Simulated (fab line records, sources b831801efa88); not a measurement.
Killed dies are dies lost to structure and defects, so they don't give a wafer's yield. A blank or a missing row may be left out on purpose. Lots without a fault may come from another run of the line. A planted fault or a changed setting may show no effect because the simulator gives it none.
Which tool did it? | flow sky130 | 24 lots, 72 wafers sampled, at 4 steps of a route of 708

WHAT THE GAUGES READ, wafer by wafer
SKY_VIA3_RS_MEAS_22: measures by four-point-probe. Usual: VIA3_W_RS 0.297 ohm/sq, standard deviation 0.0033.
lot  | measured     | on            | VIA3_W_RS (ohm/sq) | flag
L074 | day 39 17:11 | film_metro-03 | 0.292 0.299 0.291  |
L077 | day 40 05:19 | film_metro-03 | 0.305 0.298 0.303  |
L075 | day 40 06:17 | film_metro-02 | 0.299 0.297 0.298  |
L076 | day 40 11:39 | film_metro-03 | 0.293 0.293 0.296  |
L078 | day 40 15:58 | film_metro-03 | 0.300 0.295 0.292  |
L079 | day 41 00:23 | film_metro-04 | 0.303 0.299 0.299  |
L080 | day 41 08:50 | film_metro-02 | 0.294 0.296 0.297  |
L081 | day 41 21:35 | film_metro-02 | 0.296 0.295 0.299  |
L082 | day 42 00:46 | film_metro-02 | 0.293 0.291 0.294  |
L083 | day 42 06:50 | film_metro-03 | 0.296 0.299 0.301  |
L084 | day 42 18:32 | film_metro-04 | 0.296 0.292 0.293  |
L085 | day 43 09:58 | film_metro-02 | 0.300 0.302 0.299  |
L086 | day 43 14:44 | film_metro-03 | 0.296 0.296 0.296  |
L087 | day 43 15:27 | film_metro-02 | 0.296 0.292 0.294  |
L088 | day 43 20:21 | film_metro-04 | 0.298 0.297 0.297  |
L089 | day 43 23:53 | film_metro-03 | 0.302 0.296 0.298  |
L090 | day 44 07:50 | film_metro-04 | 0.297 0.297 0.297  |
L091 | day 44 11:10 | film_metro-04 | 0.301 0.301 0.303  |
L092 | day 44 16:05 | film_metro-02 | 0.293 0.299 0.297  |
L093 | day 44 21:32 | film_metro-04 | 0.295 0.295 0.300  |
L094 | day 45 12:44 | film_metro-03 | 0.297 0.298 0.297  |
L095 | day 45 14:00 | film_metro-04 | 0.298 0.300 0.299  |
L096 | day 45 19:44 | film_metro-04 | 0.296 0.295 0.297  |
L097 | day 46 05:43 | film_metro-03 | 0.305 0.297 0.302  |

SKY_CAP2M_OVL_MEAS_12. Usual: CAP2M_OVL -1.0 nm, standard deviation 1.6.
lot  | measured     | on         | CAP2M_OVL (nm) | flag
L074 | day 40 18:51 | overlay-02 | -0.3 1.4 0.1   |
L077 | day 41 05:45 | overlay-01 | -0.8 -1.4 -2.0 |
L075 | day 41 06:17 | overlay-02 | 0.3 0.3 -0.7   |
L076 | day 41 11:40 | overlay-01 | -0.4 -1.9 -1.8 |
L078 | day 41 16:12 | overlay-02 | -1.4 -2.3 -1.6 |
L079 | day 42 01:29 | overlay-02 | 0.4 2.1 0.1    |
L080 | day 42 09:17 | overlay-01 | -4.7 -3.5 -1.7 |
L081 | day 42 21:46 | overlay-01 | 0.2 -1.2 0.1   |
L082 | day 43 00:28 | overlay-01 | -1.8 -0.3 -1.7 |
L083 | day 43 05:40 | overlay-01 | -3.5 -2.5 -4.1 |
L084 | day 43 18:12 | overlay-02 | 0.9 0.0 1.7    |
L085 | day 44 08:52 | overlay-02 | 0.1 0.1 -2.4   |
L086 | day 44 14:06 | overlay-02 | -2.0 -2.8 -0.7 |
L087 | day 44 14:31 | overlay-02 | -0.5 -0.3 -0.9 |
L088 | day 44 18:36 | overlay-01 | 0.1 -0.5 0.0   |
L089 | day 44 21:19 | overlay-01 | -0.2 2.0 -0.8  |
L090 | day 45 05:55 | overlay-01 | -0.8 0.1 0.3   |
L091 | day 45 09:22 | overlay-02 | -0.5 -1.3 -0.8 |
L092 | day 45 13:18 | overlay-02 | -2.0 -2.8 -1.6 |
L093 | day 45 19:45 | overlay-01 | 0.2 -1.0 -0.1  |
L094 | day 46 10:42 | overlay-02 | 1.6 -0.5 -0.4  |
L095 | day 46 11:49 | overlay-02 | 0.7 -0.1 0.5   |
L096 | day 46 17:19 | overlay-01 | -3.1 -1.8 -2.0 |
L097 | day 47 02:25 | overlay-01 | -3.2 -3.1 -3.3 |

WHICH TOOL RAN EACH LOT (tool, then ch and the chambers of the sampled wafers, then the start)
lot  | SKY_VIA2_STRIP_16                    | SKY_CAPM_METAL_ETCH_13
L074 | plasma_asher-02 ch 0,1, day 36 04:10 | rie_metal-03 ch 0,1, day 37 08:14
L077 | plasma_asher-04 ch 0,1, day 36 17:43 | rie_metal-04 ch 0,1, day 37 21:49
L075 | plasma_asher-04 ch 0,1, day 36 19:22 | rie_metal-04 ch 0,1, day 37 23:34
L076 | plasma_asher-02 ch 0,1, day 36 23:22 | rie_metal-03 ch 0,1, day 38 03:55
L078 | plasma_asher-02 ch 0,1, day 37 04:18 | rie_metal-02 ch 0,1, day 38 08:35
L079 | plasma_asher-04 ch 0,1, day 37 07:13 | rie_metal-02 ch 0,1, day 38 11:59
L080 | plasma_asher-04 ch 0,1, day 38 01:16 | rie_metal-04 ch 1, day 39 04:50
L081 | plasma_asher-04 ch 0,1, day 38 15:07 | rie_metal-02 ch 0,1, day 39 18:46
L082 | plasma_asher-02 ch 0,1, day 38 17:37 | rie_metal-02 ch 0,1, day 39 21:25
L083 | plasma_asher-03 ch 0,1, day 39 00:20 | rie_metal-04 ch 0,1, day 40 03:55
L084 | plasma_asher-04 ch 0, day 39 12:40   | rie_metal-02 ch 0,1, day 40 15:23
L085 | plasma_asher-04 ch 0,1, day 40 08:02 | rie_metal-03 ch 0,1, day 41 08:16
L086 | plasma_asher-02 ch 0,1, day 40 12:04 | rie_metal-02 ch 0,1, day 41 12:55
L087 | plasma_asher-02 ch 0,1, day 40 12:55 | rie_metal-04 ch 0,1, day 41 13:13
L088 | plasma_asher-04 ch 1, day 40 16:55   | rie_metal-04 ch 0,1, day 41 17:40
L089 | plasma_asher-03 ch 0,1, day 40 20:55 | rie_metal-03 ch 0,1, day 41 22:08
L090 | plasma_asher-02 ch 0,1, day 41 06:55 | rie_metal-02 ch 0,1, day 42 07:26
L091 | plasma_asher-04 ch 0,1, day 41 10:07 | rie_metal-04 ch 1, day 42 10:49
L092 | plasma_asher-02 ch 1, day 41 14:25   | rie_metal-02 ch 1, day 42 15:35
L093 | plasma_asher-03 ch 0,1, day 41 21:22 | rie_metal-02 ch 1, day 42 22:22
L094 | plasma_asher-02 ch 0,1, day 42 13:22 | rie_metal-04 ch 0,1, day 43 14:05
L095 | plasma_asher-02 ch 0,1, day 42 14:35 | rie_metal-03 ch 0,1, day 43 14:47
L096 | plasma_asher-03 ch 0,1, day 42 20:51 | rie_metal-04 ch 0, day 43 21:26
L097 | plasma_asher-03 ch 0,1, day 43 08:10 | rie_metal-02 ch 0,1, day 44 08:04
- SKY_VIA2_STRIP_16: strips in O2/N2.
- SKY_CAPM_METAL_ETCH_13: etches TiN in Cl2/BCl3, stops on SiO2, target depth 220 nm, time 62.9 s.

WHAT THE TOOLS THEMSELVES READ (means of the sampled wafers that have a number; where no wafer has one, the mark that the record gives instead)
SKY_VIA2_STRIP_16. Usual: drypump_motor_current_A 5.61 A, standard deviation 0.28; oes_product_au 0.399 a.u., standard deviation 0.0044; strip_time_to_endpoint_s 4.053 s, standard deviation 0.027.
lot  | tool            | drypump_motor_current_A (A) | oes_product_au (a.u.) | strip_time_to_endpoint_s (s) | flag
L074 | plasma_asher-02 | 5.34                        | 0.398                 | 4.068                        |
L077 | plasma_asher-04 | 5.92                        | 0.396                 | 4.032                        |
L075 | plasma_asher-04 | 5.96                        | 0.396                 | 4.048                        |
L076 | plasma_asher-02 | 5.34                        | 0.402                 | 4.056                        |
L078 | plasma_asher-02 | 5.37                        | 0.394                 | 4.018                        |
L079 | plasma_asher-04 | 5.90                        | 0.402                 | 4.060                        |
L080 | plasma_asher-04 | 5.95                        | 0.400                 | 4.040                        |
L081 | plasma_asher-04 | 5.92                        | 0.399                 | 4.045                        |
L082 | plasma_asher-02 | 5.34                        | 0.397                 | 4.082                        |
L083 | plasma_asher-03 | 5.50                        | 0.398                 | 4.063                        |
L084 | plasma_asher-04 | 5.88                        | 0.398                 | 4.067                        |
L085 | plasma_asher-04 | 5.90                        | 0.397                 | 4.098                        |
L086 | plasma_asher-02 | 5.34                        | 0.399                 | 4.038                        |
L087 | plasma_asher-02 | 5.34                        | 0.401                 | 4.034                        |
L088 | plasma_asher-04 | 6.01                        | 0.397                 | 4.051                        |
L089 | plasma_asher-03 | 5.63                        | 0.398                 | 4.068                        |
L090 | plasma_asher-02 | 5.35                        | 0.395                 | 4.048                        |
L091 | plasma_asher-04 | 5.91                        | 0.400                 | 4.063                        |
L092 | plasma_asher-02 | 5.36                        | 0.403                 | 4.033                        |
L093 | plasma_asher-03 | 5.50                        | 0.402                 | 4.064                        |
L094 | plasma_asher-02 | 5.37                        | 0.396                 | 4.058                        |
L095 | plasma_asher-02 | 5.36                        | 0.399                 | 4.037                        |
L096 | plasma_asher-03 | 5.63                        | 0.401                 | 4.052                        |
L097 | plasma_asher-03 | 5.61                        | 0.399                 | 4.057                        |

SKY_CAPM_METAL_ETCH_13. Usual: drypump_motor_current_A 5.4 A, standard deviation 0.36; oes_product_au 0.939 a.u., standard deviation 0.0079; throttle_valve_pct 21.902 %, standard deviation 0.0096.
lot  | tool         | drypump_motor_current_A (A) | oes_product_au (a.u.) | throttle_valve_pct (%) | flag
L074 | rie_metal-03 | 6.1                         | 0.938                 | 21.899                 |
L077 | rie_metal-04 | 5.0                         | 0.941                 | 21.891                 |
L075 | rie_metal-04 | 5.1                         | 0.943                 | 21.899                 |
L076 | rie_metal-03 | 5.9                         | 0.931                 | 21.908                 |
L078 | rie_metal-02 | 5.4                         | 0.943                 | 21.907                 |
L079 | rie_metal-02 | 5.3                         | 0.948                 | 21.893                 |
L080 | rie_metal-04 | 5.1                         | 0.933                 | 21.905                 |
L081 | rie_metal-02 | 5.3                         | 0.933                 | 21.912                 |
L082 | rie_metal-02 | 5.3                         | 0.937                 | 21.898                 |
L083 | rie_metal-04 | 5.1                         | 0.935                 | 21.901                 |
L084 | rie_metal-02 | 5.4                         | 0.949                 | 21.896                 |
L085 | rie_metal-03 | 5.9                         | 0.933                 | 21.904                 |
L086 | rie_metal-02 | 5.3                         | 0.948                 | 21.899                 |
L087 | rie_metal-04 | 5.1                         | 0.940                 | 21.907                 |
L088 | rie_metal-04 | 5.1                         | 0.952                 | 21.900                 |
L089 | rie_metal-03 | 5.9                         | 0.937                 | 21.908                 |
L090 | rie_metal-02 | 5.3                         | 0.942                 | 21.905                 |
L091 | rie_metal-04 | 5.1                         | 0.940                 | 21.898                 |
L092 | rie_metal-02 | 5.3                         | 0.941                 | 21.901                 |
L093 | rie_metal-02 | 5.3                         | 0.941                 | 21.903                 |
L094 | rie_metal-04 | 5.1                         | 0.942                 | 21.899                 |
L095 | rie_metal-03 | 6.1                         | 0.944                 | 21.892                 |
L096 | rie_metal-04 | 5.1                         | 0.933                 | 21.907                 |
L097 | rie_metal-02 | 5.3                         | 0.927                 | 21.904                 |

THE ANSWER, worked out from the rows above alone
Rule: a lot is off if the mean of its wafers that have a number lies more than 3 standard deviations from the usual mean. A lot without any number at a reading at which 4 lots or more have one is off too. The other lots that the step has rows for count as sound. The gauges are gone through in route order, then the tools' own readings, and for those a lot's mean is taken as printed above. The first step at which some lot is off is used, and at that step the reading that is off furthest; a lot without a number counts as furthest.
No lot is off at any reading shown: from this, nothing can be told.

WHAT THE SIMULATOR HAD PUT IN
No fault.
